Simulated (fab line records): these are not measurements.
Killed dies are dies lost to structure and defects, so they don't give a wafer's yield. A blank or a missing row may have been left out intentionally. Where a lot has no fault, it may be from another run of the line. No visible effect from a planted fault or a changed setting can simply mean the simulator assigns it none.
Split-lot trial    flow sfq-line    27 wafers read across 5 lots, on a route 325 steps long

== THE SPLIT ==
At SFQ_TRILAYER_M1_BARC_OPEN_METAL_ETCH_054 (etches BARC in O2, target depth 125 nm, time 41.7 s), the setting time-s was moved away from the recipe's 41.7 s on 9 of the 27 wafers read, by -30.9% to +22.6%. For the rest of the wafers, this setting stayed at what the recipe calls for.

The reading comes from the split's own step.

== THE READING ==
oes-product-au, in a.u., at SFQ_TRILAYER_M1_BARC_OPEN_METAL_ETCH_054 (etches BARC in O2, target depth 125 nm, time 41.7 s). Fault-free wafers of this fab line usually give 0.685 a.u., standard deviation 0.004 a.u.

wafer   tool, chamber at the split  time-s as run, s  against the recipe  oes-product-au, a.u.  against lot-mates on the recipe
L075.1  rie-metal-01, 0             41.7              recipe              0.682                 -
L075.2  rie-metal-01, 0             41.7              recipe              0.678                 -
L075.3  rie-metal-01, 0             41.7              recipe              0.680                 -
L077.1  rie-metal-04, 1             51.12             +22.6%              0.653                 -0.030
L077.2  rie-metal-04, 1             41.7              recipe              0.686                 -
L077.3  rie-metal-04, 1             41.7              recipe              0.680                 -
L077.4  rie-metal-04, 1             51.12             +22.6%              0.658                 -0.025
L077.5  rie-metal-04, 1             51.12             +22.6%              0.668                 -0.015
L077.6  rie-metal-04, 1             41.7              recipe              0.684                 -
L079.1  rie-metal-04, 1             50.21             +20.4%              0.655                 -0.032
L079.2  rie-metal-04, 0             41.7              recipe              0.681                 -
L079.3  rie-metal-04, 0             41.7              recipe              0.687                 -
L079.4  rie-metal-04, 1             41.7              recipe              0.693                 -
L079.5  rie-metal-04, 0             50.21             +20.4%              0.663                 -0.024
L079.6  rie-metal-04, 1             50.21             +20.4%              0.664                 -0.023
L081.1  rie-metal-01, 1             41.7              recipe              0.680                 -
L081.2  rie-metal-01, 0             41.7              recipe              0.685                 -
L081.3  rie-metal-01, 0             41.7              recipe              0.687                 -
L081.4  rie-metal-01, 1             41.7              recipe              0.687                 -
L081.5  rie-metal-01, 1             41.7              recipe              0.686                 -
L081.6  rie-metal-01, 0             41.7              recipe              0.685                 -
L082.1  rie-metal-01, 0             41.7              recipe              0.680                 -
L082.2  rie-metal-01, 1             41.7              recipe              0.687                 -
L082.3  rie-metal-01, 0             28.83             -30.9%              0.822                 +0.139
L082.4  rie-metal-01, 1             28.83             -30.9%              0.820                 +0.137
L082.5  rie-metal-01, 1             41.7              recipe              0.682                 -
L082.6  rie-metal-01, 0             28.83             -30.9%              0.820                 +0.137

FIT RESULTS
A straight line over all 27 wafers: oes-product-au changes by -0.00288 a.u. for each +1% of time-s; r = -0.90; the points scatter about the line by 0.021 a.u.
The same after taking each lot's own level away (the mean of its wafers on the recipe; 27 wafers): -0.00292 a.u. for each +1%; r = -0.90; scatter 0.021 a.u.
According to that fit, moving time-s by its largest amount changes the reading by 0.09 a.u.
From 0.6800 to 0.6870 a.u.: that is the span of the lots' own levels, equal to 1.7 times the standard deviation above.
The two slopes agree, so the slope changes little with the lot-to-lot level.
Check: with one of the wafers moved furthest among these (-30.9%) left out of the fit, the line predicts +0.0937 a.u. for it against its lot-mates. It came out at +0.139 a.u. against them.
Tool readings at the split's step, against how far the setting was moved: oes-product-au r = -0.90.

== FURTHER SPLITS ON THESE WAFERS ==
Note: prior to the reading, these wafers also went through further splits. Each is held against what the fit with the lots' levels taken away leaves over:
other split on the same wafers              wafers away from the commonest value  r with oes-product-au (lot level and that fit taken away)
SFQ_TRILAYER_M0_ETCH_METAL_ETCH_024 time-s  9                                     -0.05

== THE WHOLE CHAIN: every reading that the file lists as answering this split, in the file's order ==
step                                      what it does                                                         reading                                                                                    change (the file's fit)                    r (the file's)
SFQ_TRILAYER_M1_BARC_OPEN_METAL_ETCH_054  etches BARC in O2, target depth 125 nm, time 41.7 s                  oes-product-au                                                                             -0.00282 a.u. for each +1% of the setting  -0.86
SFQ_TRILAYER_M1_BARC_OPEN_METAL_ETCH_054  etches BARC in O2, target depth 125 nm, time 41.7 s                  KrF_of_TRILAYER_M1_LITHO_COAT_039.thk-nm (the simulator's own value, which no gauge read)  -0.488 nm for each +1% of the setting      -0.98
SFQ_TRILAYER_M1_ETCH_METAL_ETCH_042       etches Nb in Cl2/Ar, stops on SiO2, target depth 240 nm, time 120 s  KrF_of_TRILAYER_M1_LITHO_COAT_039.thk-nm (the simulator's own value, which no gauge read)  -0.533 nm for each +1% of the setting      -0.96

== THE FILE'S OWN FIT ==
oes-product-au changes by -0.00282 a.u. for each +1% of time-s, r = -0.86.
